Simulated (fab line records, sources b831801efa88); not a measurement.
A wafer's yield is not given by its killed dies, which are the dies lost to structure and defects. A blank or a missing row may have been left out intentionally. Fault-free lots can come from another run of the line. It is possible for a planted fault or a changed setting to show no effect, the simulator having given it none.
Which tool was responsible? :: flow gf180mcu :: 11 lots with 33 wafers sampled at 4 steps, on a route of 602 steps

== WHAT EACH GAUGE READ, for each wafer ==
GF_V1_THK_MEAS_03. Usual: V1_CVD_02_THK typically reads 848 nm, with standard deviation 11.
lot: L104
measured: day 17 06:13
on: film metro-01
V1_CVD_02_THK (nm): 837 857 860
flag: 

lot: L105
measured: day 17 16:46
on: film metro-03
V1_CVD_02_THK (nm): 856 835 849
flag: 

lot: L106
measured: day 17 21:41
on: film metro-02
V1_CVD_02_THK (nm): 846 843 862
flag: 

lot: L111
measured: day 19 18:52
on: film metro-01
V1_CVD_02_THK (nm): 841 853 847
flag: 

lot: L114
measured: day 20 23:53
on: film metro-03
V1_CVD_02_THK (nm): 837 845 857
flag: 

lot: L115
measured: day 21 09:11
on: film metro-01
V1_CVD_02_THK (nm): 834 846 840
flag: 

lot: L119
measured: day 22 23:57
on: film metro-02
V1_CVD_02_THK (nm): 827 836 850
flag: 

lot: L120
measured: day 23 02:47
on: film metro-01
V1_CVD_02_THK (nm): 857 852 866
flag: 

lot: L123
measured: day 24 01:17
on: film metro-02
V1_CVD_02_THK (nm): 840 864 852
flag: 

lot: L124
measured: day 24 05:01
on: film metro-03
V1_CVD_02_THK (nm): 840 852 853
flag: 

lot: L127
measured: day 25 07:34
on: film metro-02
V1_CVD_02_THK (nm): 862 838 861
flag: 

GF_V1_THK_MEAS_25: measures by xrf. Usual: V1_W_THK typically reads 349 nm, with standard deviation 5.4.
lot: L104
measured: day 18 07:52
on: film metro-01
V1_W_THK (nm): 352 355 352
flag: 

lot: L105
measured: day 18 20:02
on: film metro-01
V1_W_THK (nm): 348 345 349
flag: 

lot: L106
measured: day 18 22:40
on: film metro-02
V1_W_THK (nm): 341 346 345
flag: 

lot: L111
measured: day 20 20:48
on: film metro-03
V1_W_THK (nm): 361 358 356
flag: 

lot: L114
measured: day 22 00:41
on: film metro-02
V1_W_THK (nm): 337 342 340
flag: 

lot: L115
measured: day 22 10:16
on: film metro-02
V1_W_THK (nm): 344 344 346
flag: 

lot: L119
measured: day 23 23:20
on: film metro-02
V1_W_THK (nm): 344 346 347
flag: 

lot: L120
measured: day 24 02:29
on: film metro-02
V1_W_THK (nm): 342 346 343
flag: 

lot: L123
measured: day 25 00:49
on: film metro-03
V1_W_THK (nm): 357 357 356
flag: 

lot: L124
measured: day 25 04:37
on: film metro-03
V1_W_THK (nm): 357 354 357
flag: 

lot: L127
measured: day 26 06:08
on: film metro-03
V1_W_THK (nm): 344 346 345
flag: 

== WHAT TOOL EACH LOT RAN ON (gives the tool, then ch and the chambers of the sampled wafers, and finally the start) ==
lot: L104
GF_NWELL_EXPOSE_04: iline stepper-01 ch 0, day 3 02:29
GF_V1_SPUTTER_21: pvd sputter-01, day 18 07:32

lot: L105
GF_NWELL_EXPOSE_04: iline stepper-02 ch 0, day 3 06:39
GF_V1_SPUTTER_21: pvd sputter-04, day 18 18:22

lot: L106
GF_NWELL_EXPOSE_04: iline stepper-01 ch 0, day 3 10:24
GF_V1_SPUTTER_21: pvd sputter-03, day 18 22:14

lot: L111
GF_NWELL_EXPOSE_04: iline stepper-01 ch 0, day 4 12:48
GF_V1_SPUTTER_21: pvd sputter-04, day 20 20:27

lot: L114
GF_NWELL_EXPOSE_04: iline stepper-01 ch 0, day 5 06:58
GF_V1_SPUTTER_21: pvd sputter-03, day 22 00:20

lot: L115
GF_NWELL_EXPOSE_04: iline stepper-01 ch 0, day 5 13:08
GF_V1_SPUTTER_21: pvd sputter-04, day 22 09:49

lot: L119
GF_NWELL_EXPOSE_04: iline stepper-02 ch 0, day 6 11:07
GF_V1_SPUTTER_21: pvd sputter-01, day 23 22:53

lot: L120
GF_NWELL_EXPOSE_04: iline stepper-02 ch 0, day 6 14:59
GF_V1_SPUTTER_21: pvd sputter-04, day 24 02:08

lot: L123
GF_NWELL_EXPOSE_04: iline stepper-02 ch 0, day 7 08:46
GF_V1_SPUTTER_21: pvd sputter-01, day 25 00:29

lot: L124
GF_NWELL_EXPOSE_04: iline stepper-02 ch 0, day 7 11:52
GF_V1_SPUTTER_21: pvd sputter-03, day 25 04:16

lot: L127
GF_NWELL_EXPOSE_04: iline stepper-02 ch 0, day 8 07:02
GF_V1_SPUTTER_21: pvd sputter-03, day 26 05:46
- GF_NWELL_EXPOSE_04: exposes mask Nwell, target cd 860 nm.
- GF_V1_SPUTTER_21: material Ti, target thk 15 nm, time 78.43 s.

== WHAT THE TOOLS THEMSELVES READ (means of the sampled wafers that have a number; where no wafer has one, the mark that the record gives instead) ==
GF_NWELL_EXPOSE_04. Usual: exposure dose mJ cm2 260.00, standard deviation 0.26; focus offset nm 0.0 nm, standard deviation 0.52.
lot: L104
tool: iline stepper-01
exposure dose mJ cm2: 260.12
focus offset nm (nm): -0.2
flag: 

lot: L105
tool: iline stepper-02
exposure dose mJ cm2: 259.90
focus offset nm (nm): 0.0
flag: 

lot: L106
tool: iline stepper-01
exposure dose mJ cm2: 260.05
focus offset nm (nm): 0.2
flag: 

lot: L111
tool: iline stepper-01
exposure dose mJ cm2: 259.79
focus offset nm (nm): 0.3
flag: 

lot: L114
tool: iline stepper-01
exposure dose mJ cm2: 248.09
focus offset nm (nm): 0.1
flag: OFF

lot: L115
tool: iline stepper-01
exposure dose mJ cm2: 248.31
focus offset nm (nm): 0.2
flag: OFF

lot: L119
tool: iline stepper-02
exposure dose mJ cm2: 259.94
focus offset nm (nm): 0.2
flag: 

lot: L120
tool: iline stepper-02
exposure dose mJ cm2: 259.97
focus offset nm (nm): -0.2
flag: 

lot: L123
tool: iline stepper-02
exposure dose mJ cm2: 259.93
focus offset nm (nm): 0.8
flag: 

lot: L124
tool: iline stepper-02
exposure dose mJ cm2: 260.06
focus offset nm (nm): -0.0
flag: 

lot: L127
tool: iline stepper-02
exposure dose mJ cm2: 259.54
focus offset nm (nm): -0.0
flag: 

GF_V1_SPUTTER_21. Usual: throttle valve pct 29.8 %, standard deviation 0.93.
lot: L104
tool: pvd sputter-01
throttle valve pct (%): 30.2
flag: 

lot: L105
tool: pvd sputter-04
throttle valve pct (%): 30.2
flag: 

lot: L106
tool: pvd sputter-03
throttle valve pct (%): 30.7
flag: 

lot: L111
tool: pvd sputter-04
throttle valve pct (%): 30.3
flag: 

lot: L114
tool: pvd sputter-03
throttle valve pct (%): 30.2
flag: 

lot: L115
tool: pvd sputter-04
throttle valve pct (%): 29.3
flag: 

lot: L119
tool: pvd sputter-01
throttle valve pct (%): 29.8
flag: 

lot: L120
tool: pvd sputter-04
throttle valve pct (%): 29.6
flag: 

lot: L123
tool: pvd sputter-01
throttle valve pct (%): 29.6
flag: 

lot: L124
tool: pvd sputter-03
throttle valve pct (%): 30.1
flag: 

lot: L127
tool: pvd sputter-03
throttle valve pct (%): 29.7
flag: 

== THE ANSWER, worked out from the rows above alone ==
Rule: a lot is off if the mean of its wafers that have a number lies more than 3 standard deviations from the usual mean. Also off: a lot with no number at a reading for which 4 or more lots have one. The other lots that the step has rows for count as sound. The gauges are gone through in route order, then the tools' own readings, and for those a lot's mean is taken as printed above. The first step at which some lot is off is used, and at that step the reading that is off furthest; a lot without a number counts as furthest.
Off at GF_NWELL_EXPOSE_04 (exposure dose mJ cm2): L114, L115.
If a tool, at that step or one of the process steps before it, ran each lot that is off and ran no sound lot following the first of them, it fits. One fits: iline stepper-01 at GF_NWELL_EXPOSE_04. Its last sound lot is L111 (day 4 12:48), its first lot that is off L114 (day 5 06:58): a fault that began between those two fits.
On the lots that are off, the tool's own readings at GF_NWELL_EXPOSE_04 differ by more than 5 times the standard deviation of the sound lots' means, which bears it out; exposure dose mJ cm2 reads 248.20 there versus 259.92 on the sound lots.

== WHAT THE SIMULATOR PUT IN ==
Process parameter drift: iline stepper-01, from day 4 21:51 on, at GF_NWELL_EXPOSE_04. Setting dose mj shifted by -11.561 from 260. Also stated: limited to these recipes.
Lots struck among those shown: L114, L115. The rule above reached the same finding.
